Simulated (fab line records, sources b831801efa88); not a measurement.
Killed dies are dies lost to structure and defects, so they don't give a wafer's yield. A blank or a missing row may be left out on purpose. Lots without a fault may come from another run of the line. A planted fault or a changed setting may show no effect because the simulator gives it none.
Which tool did it? | flow gf180mcu | 11 lots, 31 wafers sampled, at 2 steps of a route of 602

WHAT THE GAUGES READ, wafer by wafer
GF_V4_THK_MEAS_01.
lot  | measured     | on            | V4_CVD_00_THK (nm)
L481 | day 23 12:55 | film_metro-04 | 588 592 593
L482 | day 23 16:58 | film_metro-02 | 601 598 597
L486 | day 25 07:02 | film_metro-04 | 607 604 590
L489 | day 26 05:11 | film_metro-04 | 578 585 586
L492 | day 27 10:25 | film_metro-02 | 589 601 589
L493 | day 27 14:28 | film_metro-04 | 595 596 596
L494 | day 27 18:39 | film_metro-04 | 592
L496 | day 28 08:05 | film_metro-02 | 600 604 612
L499 | day 29 06:28 | film_metro-03 | 596 599 590
L502 | day 30 00:58 | film_metro-03 | 598 603 584
L504 | day 30 14:37 | film_metro-03 | 608 597 606

WHICH TOOL RAN EACH LOT (tool, then ch and the chambers of the sampled wafers, then the start)
lot  | GF_M4_SPUTTER_04
L481 | pvd_sputter-03, day 22 13:55
L482 | pvd_sputter-02, day 22 16:49
L486 | pvd_sputter-04, day 24 08:17
L489 | pvd_sputter-03, day 25 07:19
L492 | pvd_sputter-02, day 26 13:10
L493 | pvd_sputter-02, day 26 18:12
L494 | pvd_sputter-04, day 26 21:36
L496 | pvd_sputter-03, day 27 11:36
L499 | pvd_sputter-03, day 28 10:52
L502 | pvd_sputter-04, day 29 05:37
L504 | pvd_sputter-02, day 29 19:56
- GF_M4_SPUTTER_04: material TiN, target thk 50 nm, time 41.7 s.

WHAT THE TOOLS THEMSELVES READ (means of the sampled wafers that have a number; where no wafer has one, the mark that the record gives instead)
GF_M4_SPUTTER_04.
lot  | tool           | throttle_valve_pct (%)
L481 | pvd_sputter-03 | 31.8
L482 | pvd_sputter-02 | 30.7
L486 | pvd_sputter-04 | 29.8
L489 | pvd_sputter-03 | 31.3
L492 | pvd_sputter-02 | 29.2
L493 | pvd_sputter-02 | 29.9
L494 | pvd_sputter-04 | 29.7
L496 | pvd_sputter-03 | 31.9
L499 | pvd_sputter-03 | 32.2
L502 | pvd_sputter-04 | 30.6
L504 | pvd_sputter-02 | 30.9

THE ANSWER, worked out from the rows above alone
Rule: what is usual is taken from the lots themselves. Put in order of their means at a reading, lots are off if they are a third of the lots or fewer, leave a main group of 4 or more, and stand apart from it by a gap of 3 or more times the standard deviation of the main group's means; of several such gaps the widest counts. A main group whose means are all the same, to the digits that the tables above print for the reading, isn't used. A lot without any number at a reading at which 4 lots or more have one is off too. The other lots that the step has rows for count as sound. The gauges are gone through in route order, then the tools' own readings, and for those a lot's mean is taken as printed above. The first step at which some lot is off is used, and at that step the reading that is off furthest; a lot without a number counts as furthest.
No lot is off at any reading shown: from this, nothing can be told.

WHAT THE SIMULATOR HAD PUT IN
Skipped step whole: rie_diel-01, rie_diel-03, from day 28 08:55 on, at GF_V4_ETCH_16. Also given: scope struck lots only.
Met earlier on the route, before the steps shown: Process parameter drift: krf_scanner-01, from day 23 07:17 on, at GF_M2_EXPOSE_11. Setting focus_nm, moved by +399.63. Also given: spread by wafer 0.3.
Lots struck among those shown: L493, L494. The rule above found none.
